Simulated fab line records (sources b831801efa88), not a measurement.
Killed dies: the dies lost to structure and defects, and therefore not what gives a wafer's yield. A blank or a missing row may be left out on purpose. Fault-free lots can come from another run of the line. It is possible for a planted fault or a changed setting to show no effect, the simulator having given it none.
Comparing a struck lot with a sound one || flow sky130 || 24 steps out of a route of 708
Sound: wafers L881.3, L881.4, L881.6. Struck: wafer L893.2 (L893.5, L893.6, from the same lot, were not struck and are left out); the cause is given at the end.
Per side, at each step with rows, come the tool, then ch with its chambers, and then its first start. Under that, the readings that differ: sound wafers || struck wafers || difference of the means || sigmas: that difference in standard deviations of wafers without a fault.
alike: same words and numbers on both sides, and readings whose means sit less than 2 such deviations apart. not compared: any withheld reading, any reading some wafer has no value for, any bound like >300 that may hide the same value, and any number with overlapping values for which the record gives no deviation.
A row with sigmas, a row that says differs or no value, or rows on one side alone: a step with any of these is where the two part. When numbers do not overlap yet have no deviation, they are printed without sigmas and do not part them. Lack of a reading on every wafer of one side parts them only where that side has two or more wafers.

SKY_SD_N_RTA_14: time 2 s.
  sound on rtp-anneal-02 ch 0, day 29 14:00; struck on rtp-anneal-02 ch 0, day 33 18:36
  alike: lamp-power-pct, wafer_temp_C_max
SKY_SD_N_RS_MEAS_16: the measuring method here is four-point-probe.
  sound on film-metro-02 at day 29 14:11; struck on film-metro-01 at day 33 18:47
  alike: SD_N_RS
SKY_SD_N_RS_MEAS_17: the measuring method here is four-point-probe.
  sound on film-metro-02 at day 29 14:19; struck on film-metro-01 at day 33 18:55
  alike: SD_P_RS
SKY_SD_N_RS_MEAS_18: the measuring method here is four-point-probe.
  sound on film-metro-02 at day 29 14:26; struck on film-metro-01 at day 33 19:02
  alike: RES_XHIGH_RS
then, 2 steps without rows for these wafers: SKY_SALICIDE_CLEAN_00 (cleans in HF-last, time 30 s); SKY_LI_CONTACT_HDPCVD_00 (deposits PSG, target thk 930 nm, time 155 s).
SKY_LI_CONTACT_THK_MEAS_01:
  sound on film-metro-02 at day 29 14:39; struck on film-metro-04 at day 33 19:16
  alike: LI_CONTACT_HDPCVD_THK
SKY_LI_CONTACT_CMP_02: polishes PSG.
  sound on cmp-01 ch 0,1,3, day 29 14:44; struck on cmp-02 ch 3, day 33 19:28
  alike: motor-current-A, time-to-endpoint-s
SKY_LI_CONTACT_BOW_MEAS_03:
  sound on film-metro-04 at day 29 15:02; struck on film-metro-01 at day 33 19:38
  alike: LI_CONTACT_BOW
then, 2 steps without rows for these wafers: SKY_LI_CONTACT_DEHYDRATE_04 (time 60 s); SKY_LI_CONTACT_HMDS_05 (prime time 60 s).
SKY_LI_CONTACT_COAT_06: resist thk 60 nm.
  sound on litho-track-03 ch 0, day 30 04:49; struck on litho-track-04 ch 0, day 34 07:55
then, 5 steps without rows for these wafers: SKY_LI_CONTACT_COAT_07 (resist thk 450 nm); SKY_LI_CONTACT_SOFTBAKE_08 (time 90 s); SKY_LI_CONTACT_EXPOSE_09 (exposes mask LICM1, target cd 170 nm); SKY_LI_CONTACT_PEB_10; SKY_LI_CONTACT_DEVELOP_11 (develop time 60 s).
SKY_LI_CONTACT_CD_MEAS_12: the cd target is 170 nm.
  sound on cd-sem-02 at day 30 19:12; struck on cd-sem-01 at day 34 21:11
  alike: cd-nm
SKY_LI_CONTACT_OVL_MEAS_13:
  sound on overlay-02 at day 30 19:17; struck on overlay-02 at day 34 21:17
{"reading": "LI_CONTACT_OVL (nm)", "sound": "-8 -13 -6", "struck": 2, "difference": "+11", "sigmas": "+2"}
SKY_LI_CONTACT_ETCH_14: etches BARC in N2/H2, stops on SiO2, time 45.9 s, target depth 60 nm.
  sound on rie-diel-03 ch 0,1,2, day 30 19:19; struck on rie-diel-02 ch 3, day 34 21:19
{"reading": "oes-product-au (a.u.)", "sound": "0.851 0.857 0.851", "struck": 0.897, "difference": "+0.044", "sigmas": "+9"}
{"reading": "model.etch.depth-nm (nm)", "sound": "59.98 59.97 60", "struck": 65.09, "difference": "+5.11", "sigmas": ""}
  alike: drypump-motor-current-A, throttle-valve-pct
  not compared: rf-hours-counter-h
SKY_LI_CONTACT_ETCH_15: etches PSG in C4F8/O2/Ar, stops on Si, target depth 600 nm.
  sound on rie-diel-03 ch 0,1,2, day 30 19:22; struck on rie-diel-02 ch 3, day 34 21:22
  alike: oes-product-au
SKY_LI_CONTACT_STRIP_16: strips in O2/N2.
  sound on plasma-asher-04 ch 0,1, day 30 19:28; struck on plasma-asher-04 ch 0, day 34 21:26
{"reading": "rf-hours-counter-h (h)", "sound": "- - -", "struck": 40, "difference": "no value on the sound wafers", "sigmas": ""}
{"reading": "strip-time-to-endpoint-s (s)", "sound": "3.529 3.543 3.495", "struck": 3.589, "difference": "+0.067", "sigmas": "+2"}
  alike: drypump-motor-current-A, oes-product-au
then, 1 step without rows for these wafers: SKY_LI_CONTACT_CLEAN_17 (cleans in NMP, time 600 s).
-- record jumps: 15 days separate the struck wafers' starts on either side; left off in module LI_CONTACT, taken up again in module PAD_OPEN, whose first shown step is the route's number 708 --
SKY_PAD_OPEN_PROBE_99:
  sound on prober-01 at day 47 01:03; struck on prober-02 at day 49 21:42
{"reading": "killed-at-contacts", "sound": "22 31 33", "struck": 16, "difference": -13, "sigmas": -2}
  alike: killed_at_M0_to_M3, killed_at_M4_up, killed-at-front-end, killed-at-other, killed-dies, killed-open, killed-short

## WHERE THEY PART
First at SKY_LI_CONTACT_OVL_MEAS_13; last, within this record, at SKY_PAD_OPEN_PROBE_99.

WHY: what the simulator had put in
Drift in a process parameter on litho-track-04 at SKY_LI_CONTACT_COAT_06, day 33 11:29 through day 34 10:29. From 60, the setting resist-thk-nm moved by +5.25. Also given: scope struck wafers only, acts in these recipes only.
